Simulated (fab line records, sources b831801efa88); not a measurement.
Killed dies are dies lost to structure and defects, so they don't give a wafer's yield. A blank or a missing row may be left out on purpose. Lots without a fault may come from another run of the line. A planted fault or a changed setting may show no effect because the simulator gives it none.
fab line records | flow sky130
record lots=5 wafers=15 last_day=50
route steps=708 shown VIA2@521 METAL3@532 CAPM@537 PAD_OPEN@708
lots that met no fault: from a run of the same line without faults
start_h: hours from the record's first day to the start of the lot's first wafer shown | wait_h: hours since the lot's step before | " the same as in the row above | L1.1+2: a row that stands for several wafers | - no value, or no start given | * or withheld: withheld | < > ~ a bound
route shown NAME@n: a module of which the file shows steps, and the number in the route of the first | usual: mean/standard deviation of fault-free wafers | same: alike in all rows | chamber/n: place in a boat | sites: the reading at each site | _std_site: their standard deviation | _edge_site: outer sites' mean less inner sites' | radius_mm: how far each site lies from the wafer's centre | mask NAME#n: copy n | behind: the tool/chamber that last shaped the wafer | hold: why the lot was held/for how many hours/how that ended | device: the transistor (n, p or np) that didn't switch | end of line: the same wafers' tests at the end of the route | a step without rows: its recipe alone | killed: dies lost to structure and defects at the first sort, not the wafer's yield | map: a wafer's dies, x killed, . not, _ none there
set.NAME: the setting as run; set.NAME@STEP: as run at that earlier step | model.NAME: the simulator's own value behind a step, which no gauge read
lots at some steps of the route; a table a step, a row a wafer
services: from which hour (start_h, from the record's first day; less than 0 if before it) a tool's chamber was out of use, for how many hours, and why
## steps
# step SKY_VIA2_ETCH_14
# recipe chemistry=N2/H2 target=BARC ion_energy_ev=200 source_w=500 bias_w=100 pressure_mtorr=30 n2_flow_sccm=100 h2_flow_sccm=200 stop_on=SiO2 time_s=45.9 target_depth_a=600
# step SKY_VIA2_ETCH_15
# recipe target=SiO2 chemistry=C4F8/O2/Ar target_depth_nm=546 stop_on=TiN mask_material=KrF-thick source_w=1500 bias_w=1200 pressure_mtorr=40 c4f8_flow_sccm=withheld O2_flow_sccm=6 Ar_flow_sccm=300 time_s=84
# step SKY_VIA2_STRIP_16
# recipe chemistry=O2/N2 power_w=1400 pressure_mtorr=1500 platen_temp_c=withheld o2_flow_sccm=3000 n2_flow_sccm=300 overash_fraction=0.5
# step SKY_VIA2_STRIP_17
# recipe chemistry=post_etch_residue_remover time_s=1200 temp_c=72.5
# step SKY_VIA2_CLEAN_18
# recipe chemistry=IPA time_s=180 temp_c=25
# step SKY_VIA2_CLEAN_19
# recipe chemistry=O3/DIW dry=n2_spin
# step SKY_VIA2_SPUTTER_20
# recipe material=TiN target_thk_nm=20 chamber_pressure_pa=5 power_w=4000 time_s=80
# step SKY_VIA2_CVD_21
# recipe material=W target_thk_nm=420 time_s=126.4 temp_c=403.3 pressure_torr=40
# step SKY_VIA2_CMP_24
# recipe stop_on=SiO2 t_overpolish_s=20 down_force_psi=3.5 platen_rpm=60 target_thk_nm=0 pad_velocity_m_s=0.94248
# step SKY_METAL3_SPUTTER_00
# recipe material=Ti target_thk_nm=15 power_w=3000 time_s=10 chamber_pressure_pa=0.4
# usual chamber_pressure_pa=0.3999/0.0012 throttle_valve_pct=29.5/1.1
# columns lot.wafer tool chamber start_h wait_h chamber_pressure_pa throttle_valve_pct
L756.1 pvd_sputter-01 - 905.66 0.2 0.4005 29.6
L756.4 " - " " 0.3997 29.4
L756.5 " - " " 0.4011 29.7
L757.2 pvd_sputter-01 - 911.99 0.1 0.3990 28.1
L757.3 " - " " 0.4007 28.6
L757.4 " - " " 0.3992 29.5
L757.2 pvd_sputter-01 - 912.18 0.2 0.3990 28.0
L757.3 " - " " 0.4007 28.4
L757.4 " - " " 0.3995 29.5
L758.3 pvd_sputter-01 - 927.36 0.1 0.3889 27.9
L758.5 " - " " 0.3998 28.3
L758.6 " - " " 0.3997 29.2
L758.3 pvd_sputter-01 - 927.55 0.2 0.3996 28.0
L758.5 " - " " 0.3993 28.8
L758.6 " - " " 0.4001 29.5
L761.3 pvd_sputter-04 - 951.92 0.1 0.3992 27.7
L761.4 " - " " 0.4003 29.7
L761.5 " - " " 0.4001 27.7
L761.3 pvd_sputter-04 - 952.10 0.2 0.4000 27.6
L761.4 " - " " 0.3989 29.7
L761.5 " - " " 0.4013 27.5
L770.1 pvd_sputter-03 - 997.56 0.1 0.4012 29.2
L770.3 " - " " 0.3987 29.8
L770.5 " - " " 0.3995 29.2
# step SKY_METAL3_SPUTTER_01
# recipe material=TiN target_thk_nm=20 power_w=6500 time_s=16.7 chamber_pressure_pa=0.4
# step SKY_METAL3_SPUTTER_02
# recipe material=AlCu target_thk_nm=735 power_w=10600 time_s=39.1 chamber_pressure_pa=0.4
# step SKY_METAL3_SPUTTER_03
# recipe material=Ti target_thk_nm=5 power_w=3000 time_s=3.3 chamber_pressure_pa=0.4
# step SKY_METAL3_SPUTTER_04
# recipe material=TiN target_thk_nm=70 power_w=6500 time_s=58.3 chamber_pressure_pa=0.4
# step SKY_CAPM_CVD_00
# recipe material=SiO2 target_thk_nm=15.5 temp_c=400 time_s=withheld rf_w=450
# step SKY_CAPM_SPUTTER_02
# recipe material=TiN target_thk_nm=200 temp_c=300 power_w=6500 time_s=166.7 chamber_pressure_pa=0.4
# step SKY_CAPM_DEHYDRATE_05
# recipe temp_c=200 time_s=60
# step SKY_CAPM_HMDS_06
# recipe prime_time_s=60 prime_temp_c=120
# step SKY_CAPM_COAT_07
# recipe resist=NOVOLAK spin_rpm=3000 resist_thk_nm=1140
# step SKY_CAPM_SOFTBAKE_08
# recipe temp_c=90 time_s=60 resist=NOVOLAK
# step SKY_CAPM_EXPOSE_09
# recipe mask_id=CAPM na=0.6 source_shape=conventional sigma_outer=0.6 polarization=unpolarized target_cd_nm=1000 dose_mj=159
# step SKY_CAPM_PEB_10
# recipe temp_c=withheld time_s=* resist=NOVOLAK
# step SKY_CAPM_DEVELOP_11
# recipe resist=NOVOLAK developer=TMAH develop_time_s=60 dev_temp_c=23
# step SKY_CAPM_METAL_ETCH_13
# recipe target_depth_nm=220 stop_on=SiO2 chemistry=Cl2/BCl3 target=TiN pressure_mtorr=10 icp_w=900 bias_w=48.5 Cl2_flow_sccm=60 bcl3_flow_sccm=30 time_s=62.9
# step SKY_CAPM_STRIP_14
# recipe chemistry=O2/N2 power_w=1400 pressure_mtorr=1500 platen_temp_c=withheld o2_flow_sccm=3000 n2_flow_sccm=300 overash_fraction=0.5
# step SKY_CAPM_STRIP_15
# recipe chemistry=post_etch_residue_remover time_s=1200 temp_c=72.5
# step SKY_CAPM_CLEAN_16
# recipe chemistry=IPA time_s=180 temp_c=25
# step SKY_CAPM_CLEAN_17
# recipe chemistry=O3/DIW dry=n2_spin
# step SKY_METAL3_DEHYDRATE_05
# recipe temp_c=200 time_s=60
# step SKY_METAL3_HMDS_06
# recipe prime_time_s=60 prime_temp_c=120
# step SKY_METAL3_COAT_07
# recipe resist=BARC temp_c=withheld time_s=withheld spin_rpm=3000 resist_thk_nm=60
# step SKY_METAL3_COAT_08
# recipe resist=KrF-thick spin_rpm=3000 resist_thk_nm=1140
# step SKY_METAL3_SOFTBAKE_09
# recipe temp_c=100 time_s=90 resist=KrF-thick
# step SKY_METAL3_EXPOSE_10
# recipe mask_id=MM3 na=0.68 source_shape=annular sigma_inner=0.4 sigma_outer=0.8 target_cd_nm=300 dose_mj=28
# step SKY_METAL3_PEB_11
# recipe peb_temp_c=withheld peb_time_s=withheld resist=KrF-thick
# step SKY_METAL3_METAL_ETCH_18
# recipe target_depth_a=8450 stop_on=SiO2 over_etch_frac=0.3 time_s=183.1 chemistry=Cl2/BCl3 resist_sidewall_deg=88 pressure_mtorr=10 icp_w=900 bias_w=48.5 Cl2_flow_sccm=60 bcl3_flow_sccm=30
# usual drypump_motor_current_A=5.5/0.39 oes_product_au=0.866/0.0069 throttle_valve_pct=22.265/0.0091
# columns lot.wafer tool chamber start_h wait_h drypump_motor_current_A oes_product_au rf_hours_counter_h throttle_valve_pct model.METAL3.feature_depth_nm model.etch.depth_nm
L756.1 rie_metal-03 1 957.50 0.0 5.9 0.871 4 22.255 877.6 877.6
L756.4 " 1 " " 5.9 0.874 - 22.275 880.5 880.5
L756.5 " 0 " " 4.8 0.877 - 22.266 877.2 877.2
L757.2 rie_metal-03 0 963.45 0.0 4.9 0.866 12 22.263 870 870
L757.3 " 1 " " 5.9 0.876 - 22.275 889.2 889.2
L757.4 " 0 " " 4.9 0.869 - 22.262 884.2 884.2
L758.3 rie_metal-03 0 976.95 0.1 4.9 0.863 - 22.263 861.6 861.6
L758.5 " 1 " " 5.8 0.867 - 22.268 878 878
L758.6 " 0 " " 4.9 0.870 - 22.257 877.6 877.6
L761.3 rie_metal-04 1 1001.52 0.1 5.6 0.868 - 22.256 879.8 879.8
L761.4 " 0 " " 6.0 0.876 - 22.275 886.8 886.8
L761.5 " 1 " " 5.6 0.876 - 22.267 880.1 880.1
L770.1 rie_metal-03 0 1044.33 0.0 4.9 0.865 17 22.271 871.2 871.2
L770.3 " 0 " " 4.9 0.867 - 22.285 860.9 860.9
L770.5 " 0 " " 4.8 0.873 - 22.258 872.4 872.4
# step SKY_PAD_OPEN_PROBE_99
# usual defect_limited_yield=82.9/1.7 killed_at_M0_to_M3=42/6.7 killed_at_M4_up=3.4/2 killed_at_contacts=24/5.1 killed_at_front_end=14/4.2 killed_at_other=0.2/0.49 killed_dies=84/8.4 killed_open=46/7 killed_short=39/5.8 sort_bin_3_pad_short=0.8/0.42 sort_bin_5_function=10.2/1.3 sort_bin_6_memory=6.1/1 sort_n_pass=408/8.4 sort_yield_pct=82.9/1.7
# same gross_dies=492 killed_at_back_side=0 sort_bin_4_leakage[%]=0 sort_bin_8_speed[%]=0
# columns lot.wafer tool chamber start_h wait_h defect_limited_yield[%] killed_at_M0_to_M3 killed_at_M4_up killed_at_contacts killed_at_front_end killed_at_other killed_dies killed_open killed_short sort_bin_3_pad_short[%] sort_bin_5_function[%] sort_bin_6_memory[%] sort_n_pass sort_yield_pct[%]
L757.2 prober-01 - 1127.21 0.1 82.7 49 2 24 10 0 85 53 32 0.6 9.6 7.1 407 82.7
L757.3 prober-01 - 1127.26 0.2 83.1 38 2 26 17 0 83 45 38 1.4 10.6 4.9 409 83.1
L757.4 prober-01 - 1127.31 0.2 86.2 39 1 20 7 1 68 37 31 0.8 8.1 4.9 424 86.2
L761.3 prober-02 - 1156.52 0.2 82.3 51 4 23 9 0 87 47 40 0.6 11.8 5.3 405 82.3
L761.4 prober-02 - 1156.57 0.2 79.5 51 4 31 14 1 101 57 44 1.0 10.8 8.7 391 79.5
L761.5 prober-02 - 1156.62 0.2 84.1 44 3 16 13 2 78 37 41 1.6 8.3 5.9 414 84.1
L770.1 prober-02 - 1190.77 0.1 81.3 50 2 23 16 1 92 51 41 1.2 11.0 6.5 400 81.3
L770.3 prober-02 - 1190.87 0.2 81.9 48 3 28 10 0 89 45 44 0.4 10.2 7.5 403 81.9
L770.5 prober-02 - 1190.97 0.2 78.9 57 5 29 13 0 104 58 46 2.2 11.8 7.1 388 78.9
# killed by level:class
L757.2 VIA1:geometric_particle:open=16 CONTACT:geometric_particle:open=10 METAL2:geometric_particle:short=9 FIELD_ISO:geometric_particle:open=8 LI_CONTACT:geometric_particle:open=6 VIA2:geometric_particle:open=6 VIA1:geometric_particle:short=6 LI_CONTACT:geometric_particle:short=3
L757.3 VIA1:geometric_particle:open=13 LI_CONTACT:geometric_particle:open=8 CONTACT:geometric_particle:open=6 LOCAL_INTERCONNECT:geometric_particle:short=5 FIELD_ISO:geometric_particle:short=4 POLY_GATE:geometric_particle:open=4 METAL1:geometric_particle:short=4 VIA1:geometric_particle:short=4
L757.4 CONTACT:geometric_particle:open=10 VIA1:geometric_particle:open=8 METAL1:geometric_particle:short=7 CONTACT:geometric_particle:short=5 METAL2:geometric_particle:short=5 VIA2:geometric_particle:open=5 VIA3:geometric_particle:open=4 FIELD_ISO:geometric_particle:open=3
L761.3 VIA1:geometric_particle:open=11 METAL2:geometric_particle:short=9 CONTACT:geometric_particle:open=8 VIA1:geometric_particle:short=7 LOCAL_INTERCONNECT:geometric_particle:short=6 VIA2:geometric_particle:open=6 METAL1:geometric_particle:short=5 VIA3:geometric_particle:open=5
L761.4 VIA1:geometric_particle:open=15 CONTACT:geometric_particle:open=12 LI_CONTACT:geometric_particle:open=7 CONTACT:geometric_particle:short=7 VIA2:geometric_particle:open=6 VIA2:geometric_particle:short=6 FIELD_ISO:geometric_particle:open=5 VIA1:geometric_particle:short=5
L761.5 VIA3:geometric_particle:open=7 CONTACT:geometric_particle:open=6 METAL2:geometric_particle:short=6 VIA2:geometric_particle:open=6 CONTACT:geometric_particle:short=5 METAL1:geometric_particle:short=5 VIA1:geometric_particle:short=5 FIELD_ISO:geometric_particle:short=4
L770.1 VIA1:geometric_particle:open=12 VIA3:geometric_particle:open=11 FIELD_ISO:geometric_particle:short=8 VIA2:geometric_particle:open=8 CONTACT:geometric_particle:short=7 METAL1:geometric_particle:short=6 LI_CONTACT:geometric_particle:open=5 CONTACT:geometric_particle:open=5
L770.3 CONTACT:geometric_particle:open=11 VIA1:geometric_particle:open=9 LI_CONTACT:geometric_particle:open=8 METAL3:geometric_particle:short=7 METAL1:geometric_particle:short=6 METAL2:geometric_particle:short=6 VIA2:geometric_particle:short=5 VIA2:geometric_particle:open=5
L770.5 VIA1:geometric_particle:open=11 LI_CONTACT:geometric_particle:open=10 METAL1:geometric_particle:short=10 VIA2:geometric_particle:open=10 VIA3:geometric_particle:open=8 LOCAL_INTERCONNECT:geometric_particle:short=7 CONTACT:geometric_particle:open=6 METAL2:geometric_particle:short=6
## services
# columns tool chamber start_h hours kind
pvd_sputter-01 0 882.92 - consumable_replace:kit
pvd_sputter-01 0 882.92 18.0 scheduled_down
pvd_sputter-01 0 882.92 18.0 vent_cycle
pvd_sputter-04 - 883.49 6.7 repair
rie_metal-03 0 886.84 6.6 repair
rie_metal-04 0 899.38 - clean
rie_metal-04 0 899.38 22.9 scheduled_down
rie_metal-04 0 899.38 22.9 vent_cycle
pvd_sputter-03 - 899.86 5.1 repair
pvd_sputter-01 - 900.93 0.5 repair
pvd_sputter-04 3 926.82 - consumable_replace:kit
pvd_sputter-04 3 926.82 18.0 scheduled_down
pvd_sputter-04 3 926.82 18.0 vent_cycle
pvd_sputter-01 - 952.13 3.7 repair
pvd_sputter-03 2 1008.12 - consumable_replace:kit
pvd_sputter-03 2 1008.12 18.0 scheduled_down
pvd_sputter-03 2 1008.12 18.0 vent_cycle
pvd_sputter-01 3 1041.17 - consumable_replace:kit
pvd_sputter-01 3 1041.17 18.0 scheduled_down
pvd_sputter-01 3 1041.17 18.0 vent_cycle
## key
first_sign step=SKY_METAL3_SPUTTER_00 reading=visit direction=added
effect none on later readings
model_effect step=SKY_METAL3_METAL_ETCH_18 value=METAL3.feature_depth_nm without=863.3 struck=878.6
met_at SKY_METAL3_SPUTTER_00
struck_wafers L757.2,L757.3,L757.4,L758.3,L758.5,L758.6,L761.3,L761.4,L761.5
fault kind=repeated_step_whole tool=pvd_sputter-01,pvd_sputter-03,pvd_sputter-04 chamber=- onset_h=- steps=SKY_METAL3_SPUTTER_00 times=1 scope=struck_lots_only
